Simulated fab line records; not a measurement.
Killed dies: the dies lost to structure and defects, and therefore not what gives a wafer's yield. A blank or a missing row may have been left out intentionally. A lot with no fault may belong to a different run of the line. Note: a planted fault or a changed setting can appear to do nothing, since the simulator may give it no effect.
Struck lot and sound lot, side by side + flow sky130 + 33 steps out of a route of 708
Sound: wafers L831.3, L831.5, L831.6. Wafers L826.3, L826.5, L826.6 were the ones struck. At the end, the cause is stated.
For every step that has rows: the tool of each side, followed by ch and its chambers, followed by its first start. Under that, the readings that differ: sound wafers + struck wafers + difference of the means + sigmas: that difference in standard deviations of wafers without a fault.
alike: words and numbers the same on both sides, and readings whose means are apart by under 2 such deviations; not compared: readings that were withheld, readings missing a value for some wafer, numbers with overlapping values and no deviation given by the record, and bounds like >300 which may hide the same value.
A row with sigmas, a row that says differs or no value, or rows on one side alone: a step with any of these is where the two part. When numbers do not overlap yet have no deviation, they are printed without sigmas and do not part them. A reading that every wafer of one side lacks parts them only if that side has two wafers or more.

first, 9 steps without rows for these wafers: SKY_METAL1_DEVELOP_14 (develop time 60 s); SKY_METAL1_DESCUM_17 (chemistry O2, time 8 s); SKY_METAL1_ETCH_18 (etches BARC in N2/H2, stops on SiO2, time 45.9 s, target depth 60 nm); SKY_METAL1_METAL_ETCH_19 (etches the open film in Cl2/BCl3, stops on SiO2, target depth 360 nm, time 78 s); SKY_METAL1_STRIP_20 (strips in O2/N2); SKY_METAL1_STRIP_21 (strips in post etch residue remover, time 1200 s); SKY_METAL1_CLEAN_22 (cleans in IPA, time 180 s); SKY_METAL1_CLEAN_23 (cleans in O3/DIW); SKY_VIA1_HDPCVD_00 (deposits SiO2, target thk 1030 nm, time 171.7 s).
SKY_VIA1_CMP_02: polishes SiO2.
  sound on cmp-02 ch 1,2,3, day 40 13:04; struck on cmp-02 ch 0,2,3, day 38 05:34
  alike: motor-current-A, platen-rpm, slurry-flow-ml-min
then, 22 steps without rows for these wafers: SKY_VIA1_DEHYDRATE_04 (time 60 s); SKY_VIA1_HMDS_05 (prime time 60 s); SKY_VIA1_COAT_06 (resist thk 60 nm); SKY_VIA1_COAT_07 (resist thk 450 nm); SKY_VIA1_SOFTBAKE_08 (time 90 s); SKY_VIA1_EXPOSE_09 (exposes mask VIM, target cd 150 nm); SKY_VIA1_PEB_10; SKY_VIA1_DEVELOP_11 (develop time 60 s); SKY_VIA1_ETCH_14 (etches BARC in N2/H2, stops on SiO2, time 45.9 s, target depth 60 nm); SKY_VIA1_ETCH_15 (etches SiO2 in C4F8/O2/Ar, stops on TiN, target depth 351 nm, time 54 s); SKY_VIA1_STRIP_16 (strips in O2/N2); SKY_VIA1_STRIP_17 (strips in post etch residue remover, time 1200 s); SKY_VIA1_CLEAN_18 (cleans in IPA, time 180 s); SKY_VIA1_CLEAN_19 (cleans in O3/DIW); SKY_VIA1_SPUTTER_20 (material TiN, target thk 20 nm, time 80 s); SKY_VIA1_CVD_21 (deposits W, target thk 270 nm, time 80.902 s); SKY_VIA1_CMP_24 (polishes, stops on SiO2, t overpolish 15 s, target thk 0 nm); SKY_METAL2_SPUTTER_00 (material Ti, target thk 15 nm, time 10 s); SKY_METAL2_SPUTTER_01 (material TiN, target thk 20 nm, time 16.7 s); SKY_METAL2_SPUTTER_02 (material AlCu, target thk 250 nm, time 13.3 s); SKY_METAL2_SPUTTER_03 (material Ti, target thk 5 nm, time 3.3 s); SKY_METAL2_SPUTTER_04 (material TiN, target thk 70 nm, time 58.3 s).
-- the record jumps here: 12 days lie between the struck wafers' starts before and after (it left off in module METAL2 and takes up again in module PAD_OPEN, whose first step shown is number 708 of the route) --
SKY_PAD_OPEN_PROBE_99:
  sound on prober-01, day 51 05:34; struck on prober-01, day 49 18:58
| reading                               | sound                | struck                                                                     | difference                   | sigmas |
|---------------------------------------|----------------------|----------------------------------------------------------------------------|------------------------------|--------|
| hold                                  | - - -                | await-dispo/1.6h/release await-dispo/1.6h/release await-dispo/1.6h/release | no value on the sound wafers |        |
| defect-limited-yield (%)              | 80.5 81.5 79.3       | 58.1 61.6 58.9                                                             | -20.9                        | -11    |
| killed_at_M0_to_M3                    | 61 48 45             | 164 157 165                                                                | +111                         | +15    |
| killed-dies                           | 96 91 102            | 206 189 202                                                                | +103                         | +11    |
| killed-on-rim                         | 20 15 25             | 38 26 28                                                                   | +11                          | +3     |
| killed-open                           | 51 62 56             | 44 30 38                                                                   | -19                          | -3     |
| sort_bin_3_pad_short (%)              | 0.4 0.6 0.4          | 2.2 3.0 2.6                                                                | +2.1                         | +5     |
| sort_bin_5_function (%)               | 12.2 9.8 13.4        | 27.2 23.0 25.0                                                             | +13.3                        | +9     |
| sort_bin_6_memory (%)                 | 6.9 8.1 6.9          | 12.4 12.4 13.4                                                             | +5.4                         | +5     |
| sort-n-pass                           | 396 401 390          | 286 303 290                                                                | -103                         | -11    |
| sort-yield-pct (%)                    | 80.5 81.5 79.3       | 58.1 61.6 58.9                                                             | -20.9                        | -11    |
| model.etest.tester.sort-n-pass        | 396 401 390          | 286 303 290                                                                | -103                         |        |
| model.etest.tester.sort-yield-pct (%) | 80.49 81.5 79.27     | 58.13 61.59 58.94                                                          | -20.87                       |        |
| model.etest.tester.sort_bin_5_pct (%) | 12.2 9.756 13.41     | 27.24 22.97 25                                                             | +13.28                       |        |
| model.etest.tester.sort_bin_6_pct (%) | 6.911 8.13 6.911     | 12.4 12.4 13.41                                                            | +5.4                         |        |
| model.etest.tester.sort_bin_3_pct (%) | 0.4065 0.6098 0.4065 | 2.236 3.049 2.642                                                          | +2.168                       |        |
  alike: killed_at_M4_up, killed-at-contacts, killed-at-front-end, killed-at-other, killed-short

## WHERE THEY PART
SKY_PAD_OPEN_PROBE_99 only, going by this record.

WHY: what the simulator had put in
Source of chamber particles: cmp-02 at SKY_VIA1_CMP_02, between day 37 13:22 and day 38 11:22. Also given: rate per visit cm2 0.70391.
